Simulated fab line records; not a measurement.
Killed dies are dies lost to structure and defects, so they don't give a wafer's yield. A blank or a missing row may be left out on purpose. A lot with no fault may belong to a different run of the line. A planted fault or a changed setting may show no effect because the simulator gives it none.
A struck lot beside a sound one ; flow gf180mcu ; 44 steps out of a route of 602
Sound: the wafers L964.1, L964.3, L964.5. Wafers L975.2, L975.3, L975.6 were the ones struck. The cause comes at the end.
At each step with rows: each side's tool, then ch and its chambers, then its first start. Under that, the readings that differ: sound wafers ; struck wafers ; difference of the means ; sigmas: that difference in standard deviations of wafers without a fault.
alike: words and numbers the same on both sides, and readings whose means are apart by under 2 such deviations; not compared: readings that were withheld, readings missing a value for some wafer, numbers with overlapping values and no deviation given by the record, and bounds like >300 which may hide the same value.
The two part at a step that has a row with sigmas, a row that says differs or no value, or rows on one side only. Non-overlapping numbers with no deviation appear without sigmas and do not part them. Lack of a reading on every wafer of one side parts them only where that side has two or more wafers.

first, 1 step without rows for these wafers: GF_MVSD_IMPLANT_09.
GF_MVSD_STRIP_10: strips in O2/N2.
  sound on plasma asher-03 ch 0, day 4 21:38; struck on plasma asher-03 ch 0,1, day 7 14:56
  alike: drypump motor current A, heater power w, oes product au, platen temp c, strip time to endpoint s
  not compared: rf hours counter h
GF_MVSD_TW_MEAS_11:
  sound on film metro-01 at day 4 21:44; struck on film metro-04 at day 7 15:02
  alike: MVSD_TW
then, 7 steps without rows for these wafers: GF_MVPSD_DEHYDRATE_00 (time 60 s); GF_MVPSD_HMDS_01 (prime time 60 s); GF_MVPSD_COAT_02 (resist thk 3000 nm); GF_MVPSD_SOFTBAKE_03; GF_MVPSD_EXPOSE_04 (exposes mask MVPSD, target cd 1000 nm); GF_MVPSD_PEB_05; GF_MVPSD_DEVELOP_06 (develop time 60 s).
GF_MVPSD_OVL_MEAS_07:
  sound on overlay-01 at day 5 12:20; struck on overlay-02 at day 8 06:59
  alike: MVPSD_OVL
after that, 1 step had no rows for these wafers: GF_MVPSD_IMPLANT_08.
GF_MVPSD_IMPLANT_09:
  sound on implanter-01 ch 0, day 5 12:32; struck on implanter-01 ch 0, day 8 07:11
reading;sound;struck;difference;sigmas
dose ions cm2;5.01e+12 5.002e+12 5.001e+12;4.667e+12 4.668e+12 4.664e+12;-3.380e+11;-60
faraday current uA;29.6 28.5 28.5;26.6 25.9 26.3;-2.6;-5
GF_MVPSD_STRIP_10: strips in O2/N2.
  sound on plasma asher-02 ch 0,1, day 5 12:41; struck on plasma asher-04 ch 0,1, day 8 07:19
  alike: drypump motor current A, heater power w, oes product au, platen temp c, strip time to endpoint s
  not compared: rf hours counter h
GF_MVPSD_TW_MEAS_11:
  sound on film metro-01 at day 5 12:47; struck on film metro-02 at day 8 07:25
reading;sound;struck;difference;sigmas
MVPSD_TW;556 559 560;550 549 549;-9;-2
then, 7 steps without rows for these wafers: GF_VT_IMPLANT_DEHYDRATE_00 (time 60 s); GF_VT_IMPLANT_HMDS_01 (prime time 60 s); GF_VT_IMPLANT_COAT_02 (resist thk 1000 nm); GF_VT_IMPLANT_SOFTBAKE_03 (time 60 s); GF_VT_IMPLANT_EXPOSE_04 (exposes mask LVPWELL LV AREA, target cd 600 nm); GF_VT_IMPLANT_PEB_05; GF_VT_IMPLANT_DEVELOP_06 (develop time 60 s).
GF_VT_IMPLANT_OVL_MEAS_07:
  sound on overlay-02 at day 6 02:55; struck on overlay-02 at day 8 23:46
  alike: VT_IMPLANT_OVL
after that, 1 step had no rows for these wafers: GF_VT_IMPLANT_IMPLANT_08.
GF_VT_IMPLANT_STRIP_09: strips in O2/N2.
  sound on plasma asher-03 ch 0,1, day 6 03:05; struck on plasma asher-03 ch 0,1, day 8 23:56
  alike: drypump motor current A, heater power w, oes product au, platen temp c, strip time to endpoint s
  not compared: rf hours counter h
GF_VT_IMPLANT_TW_MEAS_10:
  sound on film metro-03 at day 6 03:11; struck on film metro-03 at day 9 00:03
  alike: VT_IMPLANT_TW
then, 7 steps without rows for these wafers: GF_VT_IMPLANT_DEHYDRATE_11 (time 60 s); GF_VT_IMPLANT_HMDS_12 (prime time 60 s); GF_VT_IMPLANT_COAT_13 (resist thk 1000 nm); GF_VT_IMPLANT_SOFTBAKE_14 (time 60 s); GF_VT_IMPLANT_EXPOSE_15 (exposes mask Nwell LV AREA, target cd 860 nm); GF_VT_IMPLANT_PEB_16; GF_VT_IMPLANT_DEVELOP_17 (develop time 60 s).
GF_VT_IMPLANT_OVL_MEAS_18:
  sound on overlay-02 at day 6 18:46; struck on overlay-02 at day 9 16:50
  alike: VT_IMPLANT_01_OVL
after that, 1 step had no rows for these wafers: GF_VT_IMPLANT_IMPLANT_19.
GF_VT_IMPLANT_STRIP_20: strips in O2/N2.
  sound on plasma asher-04 ch 0,1, day 6 18:56; struck on plasma asher-03 ch 0,1, day 9 17:01
  alike: drypump motor current A, heater power w, oes product au, platen temp c, strip time to endpoint s
  not compared: rf hours counter h
GF_VT_IMPLANT_TW_MEAS_21:
  sound on film metro-03 at day 6 19:02; struck on film metro-04 at day 9 17:07
  alike: VT_IMPLANT_2_TW
then, 5 steps without rows for these wafers: GF_VT_IMPLANT_DEHYDRATE_22 (time 60 s); GF_VT_IMPLANT_HMDS_23 (prime time 60 s); GF_VT_IMPLANT_COAT_24 (resist thk 1000 nm); GF_VT_IMPLANT_SOFTBAKE_25 (time 60 s); GF_VT_IMPLANT_EXPOSE_26 (exposes mask LVPWELL HV AREA, target cd 860 nm).
GF_VT_IMPLANT_RS_MEAS_49: uses a four-point probe to measure.
  sound on film metro-02 at day 8 04:10; struck on film metro-01 at day 11 05:42
reading;sound;struck;difference;sigmas
MVPSD_RS (ohm/sq);1169.5 1166.9 1166.3;1183.5 1181.9 1183.8;+15.5;+6
after that, 1 step had no rows for these wafers: GF_PASSIVATION_PROBE_99.

WHERE THEY PART
Last at GF_VT_IMPLANT_RS_MEAS_49 as far as this record goes, first at GF_MVPSD_IMPLANT_09.

WHY: whatever the simulator had introduced
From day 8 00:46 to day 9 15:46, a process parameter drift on implanter-01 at GF_MVPSD_IMPLANT_09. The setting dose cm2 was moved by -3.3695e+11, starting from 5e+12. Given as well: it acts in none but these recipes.
